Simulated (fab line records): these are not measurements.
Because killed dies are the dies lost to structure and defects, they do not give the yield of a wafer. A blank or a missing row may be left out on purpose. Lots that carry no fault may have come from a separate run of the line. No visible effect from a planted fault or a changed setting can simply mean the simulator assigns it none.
Which tool did it? | flow gf180mcu | 11 lots, 33 wafers sampled, at 1 step of a route of 602

== WHAT THE GAUGES SHOWED, per wafer ==
GF_V3_THK_MEAS_01.
lot  | measured     | on            | V3_CVD_00_THK (nm)
L804 | day 21 10:44 | film metro-03 | 597 596 600
L806 | day 22 02:46 | film metro-01 | 612 607 609
L807 | day 22 06:40 | film metro-03 | 606 616 611
L812 | day 24 03:04 | film metro-03 | 602 592 595
L815 | day 25 05:15 | film metro-03 | 607 602 607
L816 | day 25 12:24 | film metro-01 | 587 604 590
L818 | day 26 08:35 | film metro-04 | 604 607 609
L821 | day 27 14:18 | film metro-04 | 603 601 602
L822 | day 27 20:41 | film metro-01 | 602 614 602
L823 | day 28 04:46 | film metro-04 | 594 596 600
L824 | day 28 07:58 | film metro-01 | 600 598 603

== EACH LOT AND THE TOOL THAT RAN IT (in order: tool; ch and the chambers of the sampled wafers; start) ==
Record: no process step prior to these readings.

== THE ANSWER, worked out from the rows above alone ==
Rule: what is usual is taken from the lots themselves. The widest of any qualifying gaps counts: lots, ordered by their means at a reading, are off when they make up no more than a third of the lots, leave a main group of 4 or more, and stand apart from it by 3 or more times the standard deviation of that group's means. A main group whose means are all the same, to the digits that the tables above print for the reading, isn't used. Also off: a lot with no number at a reading for which 4 or more lots have one. Any other lot the step has rows for is counted as sound.
No lot is off on any of the readings shown, so nothing can be concluded from this.

== WHAT HAD BEEN PUT IN BY THE SIMULATOR ==
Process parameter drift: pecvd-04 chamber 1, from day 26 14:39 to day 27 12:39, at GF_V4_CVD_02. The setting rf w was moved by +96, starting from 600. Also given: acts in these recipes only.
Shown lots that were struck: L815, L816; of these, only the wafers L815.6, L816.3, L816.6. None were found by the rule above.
